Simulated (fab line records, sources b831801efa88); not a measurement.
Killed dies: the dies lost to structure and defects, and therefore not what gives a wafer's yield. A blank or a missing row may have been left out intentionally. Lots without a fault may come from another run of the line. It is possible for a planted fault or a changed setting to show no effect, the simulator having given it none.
Comparing a struck lot with a sound one    flow sky130    20 steps out of a route of 708
Sound: the wafers L169.1, L169.2, L169.3. Wafers struck: L187.1, L187.4, L187.6. The cause comes at the end.
At each step with rows: each side's tool, then ch and its chambers, then its first start. Under that, the readings that differ: sound wafers    struck wafers    difference of the means    sigmas: that difference in standard deviations of wafers without a fault.
alike: words and numbers the same on both sides, and readings whose means are apart by under 2 such deviations; not compared: readings that were withheld, readings missing a value for some wafer, numbers with overlapping values and no deviation given by the record, and bounds like >300 which may hide the same value.
The two part at a step that has a row with sigmas, a row that says differs or no value, or rows on one side only. Non-overlapping numbers with no deviation appear without sigmas and do not part them. A reading that every wafer of one side lacks parts them only if that side has two wafers or more.

first, 1 step without rows for these wafers: SKY_NWELL_IMPLANT_24.
SKY_NWELL_STRIP_25: strips in O2/N2.
  sound on plasmaAsher-04 ch 0,1, day 5 17:52; struck on plasmaAsher-03 ch 1, day 10 08:22
reading                   sound              struck             difference  sigmas
stripTimeToEndpointS (s)  36.90 36.92 36.89  37.25 37.16 37.13  +0.28       +3
  alike: drypumpMotorCurrentA, oesProductAu
  not compared: rfHoursCounterH
SKY_NWELL_TW_MEAS_26:
  sound on filmMetro-02 at day 5 17:58; struck on filmMetro-02 at day 10 08:28
  alike: NWELL_2_TW
then, 1 step without rows for these wafers: SKY_NWELL_CLEAN_27 (cleans in SC1/SC2, time 150 s).
SKY_NWELL_RTA_28: time 30 s.
  sound on rtpAnneal-02 ch 0, day 5 18:04; struck on rtpAnneal-01 ch 0, day 10 08:34
  alike: lampPowerPct, wafer_temp_C_max
SKY_NWELL_RS_MEAS_29: measurement is done with a four-point probe.
  sound on filmMetro-02 at day 5 18:10; struck on filmMetro-01 at day 10 08:40
  alike: NWELL_RS
SKY_NWELL_RS_MEAS_31: measurement is done with a four-point probe.
  sound on filmMetro-02 at day 5 18:25; struck on filmMetro-01 at day 10 08:55
  alike: PWDE_RS
then, 4 steps without rows for these wafers: SKY_VT_ADJUST_HVTP_DEHYDRATE_00 (time 60 s); SKY_VT_ADJUST_HVTP_HMDS_01 (prime time 60 s); SKY_VT_ADJUST_HVTP_COAT_02 (resist thk 1140 nm); SKY_VT_ADJUST_HVTP_SOFTBAKE_03 (time 60 s).
SKY_VT_ADJUST_HVTP_EXPOSE_04: exposes mask HVTPM, target cd 380 nm.
  sound on ilineStepper-02 ch 0, day 6 04:44; struck on ilineStepper-01 ch 0, day 10 19:37
reading  sound                    struck                                                                                  difference  sigmas
mask     HVTPM#0 HVTPM#0 HVTPM#0  NWM_COMPLEMENT_LESS_NATIVE#0 NWM_COMPLEMENT_LESS_NATIVE#0 NWM_COMPLEMENT_LESS_NATIVE#0  differs     
then, 2 steps without rows for these wafers: SKY_VT_ADJUST_HVTP_PEB_05; SKY_VT_ADJUST_HVTP_DEVELOP_06 (develop time 60 s).
SKY_VT_ADJUST_HVTP_CD_MEAS_07 targets a cd of 380 nm.
  sound on cdSem-02 at day 6 13:25; struck on cdSem-01 at day 11 06:35
reading    sound              struck  difference                     sigmas
cdNm (nm)  379.0 381.1 379.1  - - -   no value on the struck wafers  
SKY_VT_ADJUST_HVTP_OVL_MEAS_08:
  sound on overlay-02 at day 6 13:32; struck on overlay-01 at day 11 06:43
reading                  sound           struck  difference                     sigmas
VT_ADJUST_HVTP_OVL (nm)  -1.3 -3.0 -1.0  - - -   no value on the struck wafers  
following that, these wafers have no rows for 1 step: SKY_VT_ADJUST_HVTP_IMPLANT_09.
SKY_VT_ADJUST_HVTP_STRIP_10: strips in O2/N2.
  sound on plasmaAsher-01 ch 0,1, day 6 13:43; struck on plasmaAsher-02 ch 1, day 11 06:54
  alike: drypumpMotorCurrentA, oesProductAu, stripTimeToEndpointS
  not compared: rfHoursCounterH
SKY_VT_ADJUST_HVTP_TW_MEAS_11:
  sound on filmMetro-01 at day 6 13:49; struck on filmMetro-03 at day 11 07:13
reading            sound           struck    difference  sigmas
VT_ADJUST_HVTP_TW  1344 1346 1343  30 30 30  -1314       -99 or more
  not compared: hold
SKY_PAD_OPEN_PROBE_99:
  rows exist in the record for the sound wafers here (prober-01, day 46 09:35), none for the struck ones

## WHERE THEY PART
Earliest at SKY_NWELL_STRIP_25; latest, in this record, at SKY_PAD_OPEN_PROBE_99.

WHY: what had been put in by the simulator
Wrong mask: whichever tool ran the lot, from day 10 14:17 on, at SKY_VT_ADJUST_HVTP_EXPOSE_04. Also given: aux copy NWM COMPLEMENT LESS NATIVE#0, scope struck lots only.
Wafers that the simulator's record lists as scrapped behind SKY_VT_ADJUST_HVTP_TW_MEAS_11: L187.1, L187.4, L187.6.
